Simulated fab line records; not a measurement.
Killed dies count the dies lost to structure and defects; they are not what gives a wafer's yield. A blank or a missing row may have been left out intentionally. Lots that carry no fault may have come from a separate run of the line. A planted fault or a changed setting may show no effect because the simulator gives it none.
Matching of chambers / flow sky130 / 4 sister chambers for SKY_VIA1_ETCH_14 on rie diel-04
The step etches BARC in N2/H2, stops on SiO2, time 45.9 s, target depth 60 nm. 16 wafers are shown with their chamber, then 7 later ones without.

== WAFERS PAIRED WITH THEIR CHAMBERS ==
wafer=L788.1; chamber=2; drypump motor current A (A)=6.5; bias w (W)=100.39; oes product au (a.u.)=0.861
wafer=L788.3; chamber=3; drypump motor current A (A)=6.7; bias w (W)=100.24; oes product au (a.u.)=0.856
wafer=L788.5; chamber=0; drypump motor current A (A)=4.9; bias w (W)=100.11; oes product au (a.u.)=0.856
wafer=L790.3; chamber=1; drypump motor current A (A)=6.0; bias w (W)=99.77; oes product au (a.u.)=0.860
wafer=L790.5; chamber=0; drypump motor current A (A)=4.9; bias w (W)=100.07; oes product au (a.u.)=0.858
wafer=L790.6; chamber=3; drypump motor current A (A)=6.7; bias w (W)=100.45; oes product au (a.u.)=0.864
wafer=L793.1; chamber=0; drypump motor current A (A)=4.9; bias w (W)=100.25; oes product au (a.u.)=0.853
wafer=L793.3; chamber=2; drypump motor current A (A)=6.6; bias w (W)=99.62; oes product au (a.u.)=0.846
wafer=L793.4; chamber=1; drypump motor current A (A)=6.0; bias w (W)=99.75; oes product au (a.u.)=0.857
wafer=L798.4; chamber=0; drypump motor current A (A)=4.9; bias w (W)=100.25; oes product au (a.u.)=0.863
wafer=L798.5; chamber=1; drypump motor current A (A)=6.0; bias w (W)=99.98; oes product au (a.u.)=0.850
wafer=L798.6; chamber=2; drypump motor current A (A)=6.5; bias w (W)=99.83; oes product au (a.u.)=0.858
wafer=L802.1; chamber=3; drypump motor current A (A)=6.7; bias w (W)=100.52; oes product au (a.u.)=0.855
wafer=L802.2; chamber=0; drypump motor current A (A)=4.9; bias w (W)=99.92; oes product au (a.u.)=0.851
wafer=L802.4; chamber=2; drypump motor current A (A)=6.5; bias w (W)=99.85; oes product au (a.u.)=0.850
wafer=L807.2; chamber=0; drypump motor current A (A)=4.9; bias w (W)=99.97; oes product au (a.u.)=0.854

SIGNATURES (averages over the wafers above)
reading=drypump motor current A; chamber 0=4.900; chamber 1=6.000; chamber 2=6.525; chamber 3=6.700; scatter within a chamber=0.025
reading=bias w; chamber 0=100.0950; chamber 1=99.8333; chamber 2=99.9225; chamber 3=100.4033; scatter within a chamber=0.203
reading=oes product au; chamber 0=0.85583; chamber 1=0.85567; chamber 2=0.85375; chamber 3=0.85833; scatter within a chamber=0.0053
Rule: a wafer's distance from a chamber is the root of the sum, over the readings, of the square of ((its reading less the chamber's mean) divided by the reading's scatter). The wafer belongs to the nearest chamber; if the next one is less than 2 further off, it can't be placed. The scatter: take each reading less its chamber's mean, square it, sum over the shown wafers, divide by the number of wafers less the number of chambers, and take the root.

== WAFERS WITH NO CHAMBER GIVEN ==
wafer=L807.6; drypump motor current A (A)=6.7; bias w (W)=100.15; oes product au (a.u.)=0.851
wafer=L808.2; drypump motor current A (A)=6.5; bias w (W)=100.36; oes product au (a.u.)=0.849
wafer=L808.3; drypump motor current A (A)=4.9; bias w (W)=99.99; oes product au (a.u.)=0.851
wafer=L808.6; drypump motor current A (A)=6.5; bias w (W)=100.29; oes product au (a.u.)=0.845
wafer=L809.4; drypump motor current A (A)=4.9; bias w (W)=100.39; oes product au (a.u.)=0.849
wafer=L809.5; drypump motor current A (A)=4.9; bias w (W)=99.78; oes product au (a.u.)=0.851
wafer=L809.6; drypump motor current A (A)=6.7; bias w (W)=100.27; oes product au (a.u.)=0.861

== WHICH CHAMBER EACH WENT THROUGH ==
wafer=L807.6; from the rows above=3; in truth=3
wafer=L808.2; from the rows above=2; in truth=2
wafer=L808.3; from the rows above=0; in truth=0
wafer=L808.6; from the rows above=2; in truth=2
wafer=L809.4; from the rows above=0; in truth=0
wafer=L809.5; from the rows above=0; in truth=0
wafer=L809.6; from the rows above=3; in truth=3
Placed correctly: 7 of 7. Left unplaced by these rows: 0. Wrongly placed: 0.
